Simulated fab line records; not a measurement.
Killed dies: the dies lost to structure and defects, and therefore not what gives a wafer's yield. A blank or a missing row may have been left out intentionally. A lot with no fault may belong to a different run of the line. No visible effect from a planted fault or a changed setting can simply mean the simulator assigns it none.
Struck lot and sound lot, side by side | flow sky130 | 15 steps out of a route of 708
Sound: wafers L104.3, L104.4, L104.6. The struck wafers were L112.1, L112.4, L112.5. At the end, the cause is stated.
For every step that has rows: the tool of each side, followed by ch and its chambers, followed by its first start. Under that, the readings that differ: sound wafers | struck wafers | difference of the means | sigmas: that difference in standard deviations of wafers without a fault.
alike: words and numbers the same on both sides, and readings whose means are apart by under 2 such deviations; not compared: readings that were withheld, readings missing a value for some wafer, numbers with overlapping values and no deviation given by the record, and bounds like >300 which may hide the same value.
The two part at a step that has a row with sigmas, a row that says differs or no value, or rows on one side only. Numbers that don't overlap but have no deviation are shown without sigmas and don't part them. A reading missing from all wafers of one side parts the sides only when that side holds two or more wafers.

first, 1 step without rows for these wafers: SKY_FIELD_ISO_CVD_03 (deposits Si3N4 from DCS/NH3, target thk 165 nm, time 2830 s).
SKY_FIELD_ISO_THK_MEAS_04:
  struck on film-metro-04, day 5 02:41; sound on film-metro-03, day 3 12:32
  alike: FIELD_ISO_CVD_03_THK
then, 8 steps without rows for these wafers: SKY_FIELD_ISO_DEHYDRATE_05 (time 60 s); SKY_FIELD_ISO_HMDS_06 (prime time 60 s); SKY_FIELD_ISO_COAT_07 (resist thk 60 nm); SKY_FIELD_ISO_COAT_08 (resist thk 450 nm); SKY_FIELD_ISO_SOFTBAKE_09 (time 90 s); SKY_FIELD_ISO_EXPOSE_10 (exposes mask FOM, target cd 150 nm); SKY_FIELD_ISO_PEB_11; SKY_FIELD_ISO_DEVELOP_12 (develop time 60 s).
SKY_FIELD_ISO_CD_MEAS_13 targets a cd of 150 nm.
  struck on cd-sem-01, day 5 20:26; sound on cd-sem-01, day 4 05:06
  alike: cd-nm
SKY_FIELD_ISO_ETCH_14: etches BARC in N2/H2, stops on SiO2, time 45.9 s, target depth 60 nm.
  sound on rie-diel-04 ch 0,1, day 4 05:11; struck on rie-diel-01 ch 2,3, day 5 20:33
  reading               | sound             | struck            | difference | sigmas
  oes-product-au (a.u.) | 0.850 0.852 0.846 | 0.860 0.868 0.856 | +0.012     | +3
  alike: bias-w, drypump-motor-current-A, throttle-valve-pct
  not compared: rf-hours-counter-h
SKY_FIELD_ISO_ETCH_15: etches the open film in CHF3/O2, stops on Si, target depth 180 nm, time 72 s.
  sound on rie-diel-04 ch 0,1, day 4 05:13; struck on rie-diel-01 ch 2,3, day 5 20:36
  reading    | sound             | struck            | difference | sigmas
  bias-w (W) | 199.1 200.5 200.2 | 180.0 178.6 180.4 | -20.3      | -29
  alike: chf3-flow-sccm, drypump-motor-current-A, oes-product-au, throttle-valve-pct
  not compared: rf-hours-counter-h, model.KrF-thick_of_FIELD_ISO_COAT_08.thk-nm
SKY_FIELD_ISO_STRIP_16: strips in O2/N2.
  sound on plasma-asher-02 ch 0,1, day 4 05:19; struck on plasma-asher-02 ch 0,1, day 5 20:39
  alike: drypump-motor-current-A, oes-product-au, strip-time-to-endpoint-s
  not compared: rf-hours-counter-h
SKY_PAD_OPEN_PROBE_99:
  the record has rows for the sound wafers here (prober-01, day 48 09:23) and none for the struck ones

== WHERE THEY PART ==
Earliest at SKY_FIELD_ISO_ETCH_14; latest, in this record, at SKY_PAD_OPEN_PROBE_99.

WHY: the cause the simulator had injected
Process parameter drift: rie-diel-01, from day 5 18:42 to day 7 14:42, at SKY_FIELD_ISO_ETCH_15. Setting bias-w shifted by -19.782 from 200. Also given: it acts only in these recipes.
